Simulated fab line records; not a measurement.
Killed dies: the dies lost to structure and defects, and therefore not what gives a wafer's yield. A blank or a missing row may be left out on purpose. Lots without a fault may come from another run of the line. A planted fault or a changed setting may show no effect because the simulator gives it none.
Shared-tool check | flow sky130 | Sampled: 11 lots, 33 wafers

REASON IT WAS OPENED
At SKY_SD_N_RS_MEAS_16 the reading SD_N_RS is flagged on 2 of 11 lots. No-fault wafers: 68.59 ohm/sq, standard deviation 0.11.
Rule: a lot gets a flag if all its wafers with a number sit over 4 standard deviations from that mean, or if no wafer of it has a number. All remaining lots are regarded as sound.

lot  | measured     | on            | SD_N_RS (ohm/sq), wafer by wafer | flag
L878 | day 28 12:11 | film metro-01 | 68.77 68.67 68.56                |
L880 | day 28 21:34 | film metro-01 | 68.56 68.80 68.82                |
L879 | day 28 22:49 | film metro-04 | 68.56 68.52 68.67                |
L881 | day 29 11:21 | film metro-04 | 68.51 68.57 68.57                |
L882 | day 30 00:35 | film metro-04 | 68.42 68.58 68.60                |
L886 | day 31 14:31 | film metro-01 | 68.62 68.67 68.76                |
L890 | day 32 19:22 | film metro-03 | 71.92 71.74 71.67                | FLAGGED
L892 | day 33 08:14 | film metro-01 | 71.84 71.84 71.97                | FLAGGED
L893 | day 33 09:33 | film metro-01 | 68.59 68.65 68.49                |
L895 | day 34 09:40 | film metro-01 | 68.78 68.64 68.40                |
L897 | day 34 17:40 | film metro-04 | 68.63 68.57 68.73                |
Average over the flagged lots: 71.83 ohm/sq; offset from the usual +3.24 ohm/sq, equal to +29 standard deviations.

WHICH TOOL EACH LOT WENT THROUGH
The record holds 1 process step before the reading, out of a route of 708 steps. In each cell: the tool, then ch and the chambers that the sampled wafers went through, then the start.
lot  | flag    | SKY_SD_N_RTA_14
L878 |         | rtp anneal-01 ch 0, day 28 11:58
L880 |         | rtp anneal-02 ch 0, day 28 21:23
L879 |         | rtp anneal-01 ch 0, day 28 22:31
L881 |         | rtp anneal-02 ch 0, day 29 11:08
L882 |         | rtp anneal-01 ch 0, day 30 00:25
L886 |         | rtp anneal-02 ch 0, day 31 14:20
L890 | FLAGGED | rtp anneal-01 ch 0, day 32 19:11
L892 | FLAGGED | rtp anneal-01 ch 0, day 33 08:03
L893 |         | rtp anneal-02 ch 0, day 33 09:22
L895 |         | rtp anneal-02 ch 0, day 34 09:29
L897 |         | rtp anneal-02 ch 0, day 34 17:28
What is done by these steps:
- SKY_SD_N_RTA_14: time 2 s.
- SKY_SD_N_RS_MEAS_16: measures by four-point-probe.

FLAGGED OVER TOTAL, TOOL BY TOOL (the gauges that took the reading come last)
step                | tool          | lots run | flagged | share of the flagged lots | sound lots run after its first flagged lot
SKY_SD_N_RTA_14     | rtp anneal-01 | 5        | 2       | all                       | 0
SKY_SD_N_RTA_14     | rtp anneal-02 | 6        | 0       | none                      | -
SKY_SD_N_RS_MEAS_16 | film metro-01 | 6        | 1       | some                      | 2 (L893,L895)
SKY_SD_N_RS_MEAS_16 | film metro-03 | 1        | 1       | some                      | 0
SKY_SD_N_RS_MEAS_16 | film metro-04 | 4        | 0       | none                      | -

THE TABLE: WHAT IT ALLOWS
In the table, 1 row covers all flagged lots: rtp anneal-01 at SKY_SD_N_RTA_14.
- rtp anneal-01 at SKY_SD_N_RTA_14: 2 of its 5 lots flagged. Last sound lot L882 at day 30 00:25, first flagged lot L890 at day 32 19:11; a fault beginning in between fits. Its own readings (lamp power pct) fall more than 4 standard deviations out on all wafers of the flagged lots.
Left over: one tool, rtp anneal-01 at SKY_SD_N_RTA_14.

WHAT THE SIMULATOR HAD INSERTED
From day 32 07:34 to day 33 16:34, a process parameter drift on rtp anneal-01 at SKY_SD_N_RTA_14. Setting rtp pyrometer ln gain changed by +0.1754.
Shown lots that were struck: L890, L892. The rule given above showed the same thing.
